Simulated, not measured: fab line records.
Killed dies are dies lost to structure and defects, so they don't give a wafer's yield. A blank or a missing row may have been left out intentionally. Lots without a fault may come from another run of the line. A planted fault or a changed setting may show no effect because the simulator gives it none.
Matching of chambers    flow gf180mcu    cmp-01 running GF_V1_CMP_26: 4 sister chambers
The step polishes, stops on SiO2, t overpolish 15 s, target thk 0 nm. 20 wafers are shown with their chamber, then 10 later ones without.

WAFERS, EACH WITH ITS CHAMBER
wafer   chamber  motorCurrentA (A)  timeToEndpointS (s)  overpolishRunS (s)
L074.3  2        13.8               81                   15.004
L074.4  3        9.5                82                   15.019
L074.6  2        13.3               84                   15.002
L076.2  3        9.8                83                   14.996
L076.4  1        10.9               82                   14.999
L076.5  2        12.9               84                   15.005
L078.1  3        9.8                81                   15.030
L078.5  2        13.7               83                   14.988
L078.6  1        11.3               76                   15.005
L083.1  3        10.0               80                   15.012
L083.4  2        13.4               83                   14.994
L083.6  3        10.4               78                   15.007
L086.2  3        10.0               83                   15.006
L086.4  2        12.9               86                   15.010
L086.5  2        13.6               81                   15.001
L088.2  3        9.5                84                   14.993
L088.4  0        9.3                84                   15.005
L088.6  0        9.0                84                   14.994
L090.1  3        9.3                80                   14.997
L090.4  1        11.3               77                   14.995

SIGNATURES, as means of the wafers listed above
reading          chamber 0  chamber 1  chamber 2  chamber 3  scatter within a chamber
motorCurrentA    9.150      11.167     13.371     9.787      0.337
timeToEndpointS  84.00      78.33      83.14      81.38      2.05
overpolishRunS   14.99950   14.99967   15.00057   15.00750   0.00984
Rule: distance of a wafer from a chamber = root of the sum over the readings of ((wafer's reading minus chamber's mean) / reading's scatter) squared. If the next closest chamber is less than 2 further off than the closest, the wafer can't be placed; otherwise it belongs to the closest. The scatter: the root of (the sum of the squares of (reading less its chamber's mean) over the shown wafers, divided by (wafers less chambers)).

WAFERS WHOSE CHAMBER IS MISSING
wafer   motorCurrentA (A)  timeToEndpointS (s)  overpolishRunS (s)
L090.6  9.5                81                   14.994
L091.1  13.6               87                   15.026
L091.4  9.4                88                   14.995
L091.5  10.0               87                   14.984
L093.2  9.2                85                   15.006
L093.4  10.2               85                   15.002
L093.5  11.6               82                   15.017
L095.2  9.5                80                   15.016
L095.4  10.1               80                   15.016
L095.6  9.5                82                   15.004

WHICH CHAMBER EACH WENT THROUGH
wafer   from the rows above      in truth
L090.6  can't be placed: 3 or 0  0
L091.1  2                        2
L091.4  can't be placed: 0 or 3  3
L091.5  can't be placed: 0 or 3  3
L093.2  can't be placed: 0 or 3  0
L093.4  can't be placed: 3 or 0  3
L093.5  1                        1
L095.2  can't be placed: 3 or 0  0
L095.4  3                        3
L095.6  can't be placed: 3 or 0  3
Placed correctly: 3 of 10. From these rows, 7 cannot be placed; in 7 the true chamber is one of the candidates. Placed wrongly: 0.
